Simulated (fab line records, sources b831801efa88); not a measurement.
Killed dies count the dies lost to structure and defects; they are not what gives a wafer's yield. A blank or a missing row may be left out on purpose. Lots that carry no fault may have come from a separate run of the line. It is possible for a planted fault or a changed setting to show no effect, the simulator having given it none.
Which tool did it?	flow gf180mcu	42 wafers from 14 lots sampled at 4 of the route's 602 steps

## WHAT THE GAUGES READ, wafer by wafer
GF_V5_THK_MEAS_01. Usual: for V5_CVD_00_THK the level is 299 nm and the standard deviation is 3.7.
lot	measured	on	V5_CVD_00_THK (nm)	flag
L503	day 26 15:24	film-metro-02	301 298 303	
L504	day 26 16:39	film-metro-03	303 303 303	
L505	day 27 14:32	film-metro-02	295 298 297	
L507	day 27 15:53	film-metro-03	298 297 300	
L509	day 28 08:16	film-metro-02	299 300 300	
L512	day 29 04:48	film-metro-03	291 292 295	
L513	day 29 09:18	film-metro-03	303 303 305	
L514	day 29 20:28	film-metro-03	295 297 290	
L517	day 30 15:25	film-metro-03	301 303 299	
L518	day 30 17:45	film-metro-03	299 302 300	
L520	day 31 07:11	film-metro-02	299 293 293	
L524	day 32 12:05	film-metro-01	300 298 298	
L525	day 32 15:58	film-metro-01	306 302 304	
L526	day 32 20:29	film-metro-03	298 303 302	

GF_V5_THK_MEAS_25: measures by xrf. Usual: for V5_W_THK the level is 344 nm and the standard deviation is 4.1.
lot	measured	on	V5_W_THK (nm)	flag
L503	day 27 14:04	film-metro-03	354 343 348	
L504	day 27 14:43	film-metro-03	350 345 346	
L505	day 28 12:05	film-metro-01	336 345 335	
L507	day 28 13:28	film-metro-02	342 344 343	
L509	day 29 05:27	film-metro-02	340 337 337	
L512	day 30 02:11	film-metro-02	343 346 348	
L513	day 30 05:45	film-metro-03	347 347 345	
L514	day 30 16:25	film-metro-02	343 346 347	
L517	day 31 10:30	film-metro-01	347 342 341	
L518	day 31 13:01	film-metro-01	341 346 341	
L520	day 32 02:26	film-metro-02	343 343 343	
L524	day 33 06:04	film-metro-01	339 341 339	
L525	day 33 09:38	film-metro-02	342 340 344	
L526	day 33 14:11	film-metro-03	342 346 342	

## WHAT TOOL EACH LOT RAN ON (gives the tool, then ch and the chambers of the sampled wafers, and finally the start)
lot	GF_V1_CVD_00	GF_V5_CVD_02
L503	hdpcvd-01 ch 0,1,2, day 17 10:18	pecvd-03 ch 0,1,2, day 26 15:29
L504	hdpcvd-02 ch 0,1,2, day 17 12:30	pecvd-02 ch 0,2, day 26 16:44
L505	hdpcvd-02 ch 0,1, day 18 12:57	pecvd-02 ch 0,2, day 27 14:35
L507	hdpcvd-02 ch 0,1, day 18 15:55	pecvd-04 ch 0,2, day 27 15:56
L509	hdpcvd-02 ch 0,2, day 19 11:20	pecvd-02 ch 0,1,2, day 28 08:19
L512	hdpcvd-01 ch 0,1,2, day 20 13:15	pecvd-04 ch 0,1, day 29 04:50
L513	hdpcvd-02 ch 0,1, day 20 18:22	pecvd-03 ch 0,2, day 29 09:22
L514	hdpcvd-02 ch 0,1, day 21 09:22	pecvd-02 ch 1,2, day 29 20:32
L517	hdpcvd-01 ch 0,1,2, day 22 09:26	pecvd-02 ch 0,1,2, day 30 15:29
L518	hdpcvd-01 ch 1,2, day 22 12:03	pecvd-03 ch 1,2, day 30 17:48
L520	hdpcvd-01 ch 0,1, day 23 06:28	pecvd-03 ch 0,2, day 31 07:15
L524	hdpcvd-02 ch 0,1,2, day 24 18:32	pecvd-04 ch 1,2, day 32 12:08
L525	hdpcvd-01 ch 0,1,2, day 24 23:13	pecvd-02 ch 1,2, day 32 16:01
L526	hdpcvd-02 ch 0,1, day 25 07:08	pecvd-02 ch 0,2, day 32 20:33
- GF_V1_CVD_00: deposits SiO2, target thk 600 nm, time 100 s.
- GF_V5_CVD_02: deposits SiO2 from TEOS, target thk 1450 nm, time 163.28 s.

## AS READ BY THE TOOLS THEMSELVES (means over the sampled wafers that have a number; for cases with no such wafer, the mark the record gives instead)
GF_V1_CVD_00. Usual: sih4-flow-sccm at 59.99 sccm, with a standard deviation of 0.17.
lot	tool	sih4-flow-sccm (sccm)	flag
L503	hdpcvd-01	59.92	
L504	hdpcvd-02	60.09	
L505	hdpcvd-02	60.02	
L507	hdpcvd-02	59.96	
L509	hdpcvd-02	59.94	
L512	hdpcvd-01	60.11	
L513	hdpcvd-02	60.23	
L514	hdpcvd-02	60.01	
L517	hdpcvd-01	60.13	
L518	hdpcvd-01	59.97	
L520	hdpcvd-01	60.01	
L524	hdpcvd-02	59.99	
L525	hdpcvd-01	59.95	
L526	hdpcvd-02	60.14	

GF_V5_CVD_02. Usual: heater-power-w at 646 W, with a standard deviation of 100.
lot	tool	heater-power-w (W)	flag
L503	pecvd-03	647	
L504	pecvd-02	651	
L505	pecvd-02	603	
L507	pecvd-04	716	
L509	pecvd-02	557	
L512	pecvd-04	650	
L513	pecvd-03	624	
L514	pecvd-02	581	
L517	pecvd-02	654	
L518	pecvd-03	586	
L520	pecvd-03	611	
L524	pecvd-04	842	
L525	pecvd-02	617	
L526	pecvd-02	623	

## THE ANSWER, worked out from the rows above alone
Rule: take the mean of a lot's wafers that have a number; if it is more than 3 standard deviations from the usual mean, the lot is off. Also off: a lot with no number at a reading for which 4 or more lots have one. Where the step has rows for the other lots, those lots are counted as sound. The gauges are gone through in route order, then the tools' own readings, and for those a lot's mean is taken as printed above. At the first step where some lot is off, the reading lying furthest off is the one used; lots without a number count as furthest.
Nothing can be told from this: no lot is off at any reading shown.

## WHAT HAD BEEN PUT IN BY THE SIMULATOR
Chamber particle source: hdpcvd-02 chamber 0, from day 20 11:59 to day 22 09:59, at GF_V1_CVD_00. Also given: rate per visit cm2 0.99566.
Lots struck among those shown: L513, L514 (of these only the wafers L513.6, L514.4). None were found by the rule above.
